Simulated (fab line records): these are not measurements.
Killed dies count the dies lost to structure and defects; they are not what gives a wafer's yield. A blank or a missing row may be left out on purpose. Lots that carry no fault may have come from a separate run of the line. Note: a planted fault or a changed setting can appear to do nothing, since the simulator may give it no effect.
Which tool did it? | flow sky130 | 33 wafers from 11 lots sampled at 5 of the route's 708 steps

## WHAT THE GAUGES SHOWED, per wafer
SKY_VT_ADJUST_NCORE_OVL_MEAS_08. Usual: VT_ADJUST_NCORE_OVL -0.8 nm, standard deviation 1.3.
lot  | measured     | on         | VT_ADJUST_NCORE_OVL (nm) | flag
L352 | day 9 08:34  | overlay-02 | 2.7 3.0 1.9              |
L353 | day 9 10:25  | overlay-01 | -1.7 -0.3 -1.8           |
L354 | day 9 10:07  | overlay-01 | -3.1 -0.7 -1.7           |
L355 | day 9 11:36  | overlay-02 | -2.0 -0.8 0.9            |
L357 | day 10 03:41 | overlay-02 | -0.3 -1.5 -0.6           |
L358 | day 10 11:00 | overlay-01 | -2.8 -1.0 -0.1           |
L361 | day 11 03:20 | overlay-02 | -1.7 -2.8 -0.1           |
L362 | day 11 13:09 | overlay-02 | -1.0 -0.6 -1.3           |
L369 | day 13 13:49 | overlay-01 | 1.2 0.1 -1.8             |
L371 | day 14 05:08 | overlay-02 | -2.0 -2.2 -0.2           |
L375 | day 15 15:07 | overlay-01 | 0.8 0.5 -0.7             |

SKY_VT_ADJUST_NCORE_TW_MEAS_11. Usual: VT_ADJUST_NCORE_TW 220.8, standard deviation 1.1.
lot  | measured     | on            | VT_ADJUST_NCORE_TW                  | flag
L352 | day 9 08:52  | film-metro-03 | 222.2 220.7 220.3                   |
L353 | day 9 10:42  | film-metro-02 | 218.8 217.9 219.2                   |
L354 | day 9 10:25  | film-metro-03 | 220.9 220.4 220.8                   |
L355 | day 9 11:53  | film-metro-02 | 217.7 218.3 219.9                   |
L357 | day 10 03:59 | film-metro-01 | 222.0 222.0 221.4                   |
L358 | day 10 11:18 | film-metro-02 | 219.3 219.7 219.3                   |
L361 | day 11 03:38 | film-metro-02 | 219.9 219.1 220.7                   |
L362 | day 11 13:26 | film-metro-01 | 220.0 220.6 220.5                   |
L369 | day 13 14:06 | film-metro-03 | 215.3 216.3 215.7 215.3 214.4 215.7 | OFF
L371 | day 14 05:25 | film-metro-01 | 215.0 214.8 213.7 214.7 214.4 215.4 | OFF
L375 | day 15 15:24 | film-metro-01 | 221.9 220.5 221.5                   |

## TOOL THAT RAN EACH LOT (tool first, then ch and the chambers of the sampled wafers, then the start)
lot  | SKY_FIELD_ISO_CMP_27         | SKY_VT_ADJUST_LVTN_STRIP_20          | SKY_VT_ADJUST_NCORE_IMPLANT_09
L352 | cmp-01 ch 0,1,3, day 3 00:56 | plasma-asher-02 ch 0,1, day 8 11:35  | implanter-01 ch 0, day 9 08:38
L353 | cmp-01 ch 0,1, day 3 01:18   | plasma-asher-04 ch 0,1, day 8 13:40  | implanter-03 ch 0, day 9 10:27
L354 | cmp-02 ch 1,2, day 3 01:21   | plasma-asher-02 ch 0,1, day 8 13:32  | implanter-04 ch 0, day 9 10:12
L355 | cmp-01 ch 1,2, day 3 02:29   | plasma-asher-04 ch 0,1, day 8 15:02  | implanter-01 ch 0, day 9 11:40
L357 | cmp-01 ch 0,2,3, day 3 12:33 | plasma-asher-02 ch 0,1, day 9 05:48  | implanter-01 ch 0, day 10 03:44
L358 | cmp-01 ch 0,1, day 3 19:04   | plasma-asher-01 ch 0,1, day 9 13:29  | implanter-01 ch 0, day 10 11:05
L361 | cmp-01 ch 2,3, day 4 08:41   | plasma-asher-02 ch 0,1, day 10 04:42 | implanter-03 ch 0, day 11 03:26
L362 | cmp-02 ch 0,1,3, day 4 16:14 | plasma-asher-01 ch 0,1, day 10 13:50 | implanter-04 ch 0, day 11 13:13
L369 | cmp-02 ch 0,1,2, day 6 01:28 | plasma-asher-04 ch 0,1, day 12 12:00 | implanter-01 ch 0, day 13 13:51
L371 | cmp-01 ch 0,1,2, day 6 13:05 | plasma-asher-04 ch 0,1, day 13 02:57 | implanter-01 ch 0, day 14 05:10
L375 | cmp-02 ch 0,2,3, day 7 16:10 | plasma-asher-02 ch 0,1, day 14 12:50 | implanter-04 ch 0, day 15 15:09
- SKY_FIELD_ISO_CMP_27: polishes, stops on Si3N4, t overpolish 16 s, target thk 457.8 nm.
- SKY_VT_ADJUST_LVTN_STRIP_20: strips in O2/N2.
- SKY_VT_ADJUST_NCORE_IMPLANT_09

## AS READ BY THE TOOLS THEMSELVES (means over the sampled wafers that have a number; for cases with no such wafer, the mark the record gives instead)
SKY_FIELD_ISO_CMP_27. Usual: motor-current-A 12.5 A, standard deviation 1.2; overpolish-run-s 15.999 s, standard deviation 0.0089; platen-rpm 60.00 rpm, standard deviation 0.035; time-to-endpoint-s 108 s, standard deviation 4.9.
lot  | tool   | motor-current-A (A) | overpolish-run-s (s) | platen-rpm (rpm) | time-to-endpoint-s (s) | flag
L352 | cmp-01 | 13.3                | 15.993               | 60.02            | 107                    |
L353 | cmp-01 | 13.9                | 15.999               | 60.04            | 109                    |
L354 | cmp-02 | 11.2                | 16.006               | 60.02            | 118                    |
L355 | cmp-01 | 12.6                | 15.993               | 60.05            | 108                    |
L357 | cmp-01 | 12.1                | 15.997               | 59.99            | 107                    |
L358 | cmp-01 | 14.3                | 15.998               | 60.03            | 106                    |
L361 | cmp-01 | 11.4                | 15.999               | 60.02            | 105                    |
L362 | cmp-02 | 12.6                | 15.995               | 59.99            | 109                    |
L369 | cmp-02 | 12.0                | 15.999               | 59.99            | 109                    |
L371 | cmp-01 | 13.5                | 16.002               | 60.00            | 104                    |
L375 | cmp-02 | 12.1                | 16.002               | 60.00            | 111                    |

SKY_VT_ADJUST_LVTN_STRIP_20. Usual: drypump-motor-current-A 5.7 A, standard deviation 0.57; o2-flow-sccm 2999 sccm, standard deviation 8.3; oes-product-au 0.715 a.u., standard deviation 0.0049; strip-time-to-endpoint-s 14.19 s, standard deviation 0.043.
lot  | tool            | drypump-motor-current-A (A) | o2-flow-sccm (sccm) | oes-product-au (a.u.) | strip-time-to-endpoint-s (s) | flag
L352 | plasma-asher-02 | 5.4                         | 2998                | 0.720                 | 14.18                        |
L353 | plasma-asher-04 | 5.9                         | 3003                | 0.715                 | 14.24                        |
L354 | plasma-asher-02 | 5.3                         | 3011                | 0.721                 | 14.11                        |
L355 | plasma-asher-04 | 6.0                         | 3001                | 0.716                 | 14.09                        |
L357 | plasma-asher-02 | 5.1                         | 3005                | 0.718                 | 14.19                        |
L358 | plasma-asher-01 | 6.2                         | 3003                | 0.720                 | 14.22                        |
L361 | plasma-asher-02 | 5.3                         | 2996                | 0.718                 | 14.17                        |
L362 | plasma-asher-01 | 6.2                         | 2985                | 0.714                 | 14.17                        |
L369 | plasma-asher-04 | 5.9                         | 3003                | 0.717                 | 14.27                        |
L371 | plasma-asher-04 | 5.9                         | 2999                | 0.712                 | 14.21                        |
L375 | plasma-asher-02 | 5.3                         | 3005                | 0.719                 | 14.25                        |

SKY_VT_ADJUST_NCORE_IMPLANT_09. Usual: beam-on-s 9.99 s, standard deviation 0.21; dose-ions-cm2 2.4005e+12, standard deviation 2.4e+09; faraday-current-uA 13.54, standard deviation 0.29.
lot  | tool         | beam-on-s (s) | dose-ions-cm2 | faraday-current-uA | flag
L352 | implanter-01 | 9.80          | 2.4002e+12    | 13.82              |
L353 | implanter-03 | 10.04         | 2.3995e+12    | 13.50              |
L354 | implanter-04 | 10.07         | 2.4033e+12    | 13.43              |
L355 | implanter-01 | 9.88          | 2.4005e+12    | 13.71              |
L357 | implanter-01 | 9.99          | 2.3990e+12    | 13.52              |
L358 | implanter-01 | 10.01         | 2.4037e+12    | 13.47              |
L361 | implanter-03 | 10.24         | 2.4017e+12    | 13.21              |
L362 | implanter-04 | 9.82          | 2.4032e+12    | 13.78              |
L369 | implanter-01 | 9.95          | 2.1792e+12    | 12.39              | OFF
L371 | implanter-01 | 10.05         | 2.1811e+12    | 12.26              | OFF
L375 | implanter-04 | 10.16         | 2.4029e+12    | 13.29              |

## THE ANSWER, worked out from the rows above alone
Rule: lot off if the mean of its wafers having a number is beyond 3 standard deviations from the usual mean. Also off: a lot with no number at a reading for which 4 or more lots have one. All remaining lots with rows at the step are treated as sound. The gauges are gone through in route order, then the tools' own readings, and for those a lot's mean is taken as printed above. The first step at which some lot is off is used, and at that step the reading that is off furthest; a lot without a number counts as furthest.
Off: at SKY_VT_ADJUST_NCORE_TW_MEAS_11 (VT_ADJUST_NCORE_TW), L369, L371.
A tool fits if, at a process step before that reading, it ran every lot that is off, and no sound lot after the first of them. Not tried: the gauges at SKY_VT_ADJUST_NCORE_TW_MEAS_11; whatever is off there is also off at SKY_VT_ADJUST_NCORE_IMPLANT_09, on other tools, and gauge error can't account for it. 2 tools fit, plasma-asher-04 at SKY_VT_ADJUST_LVTN_STRIP_20 and implanter-01 at SKY_VT_ADJUST_NCORE_IMPLANT_09, so this cannot tell which one it is.

## WHAT THE SIMULATOR HAD INSERTED
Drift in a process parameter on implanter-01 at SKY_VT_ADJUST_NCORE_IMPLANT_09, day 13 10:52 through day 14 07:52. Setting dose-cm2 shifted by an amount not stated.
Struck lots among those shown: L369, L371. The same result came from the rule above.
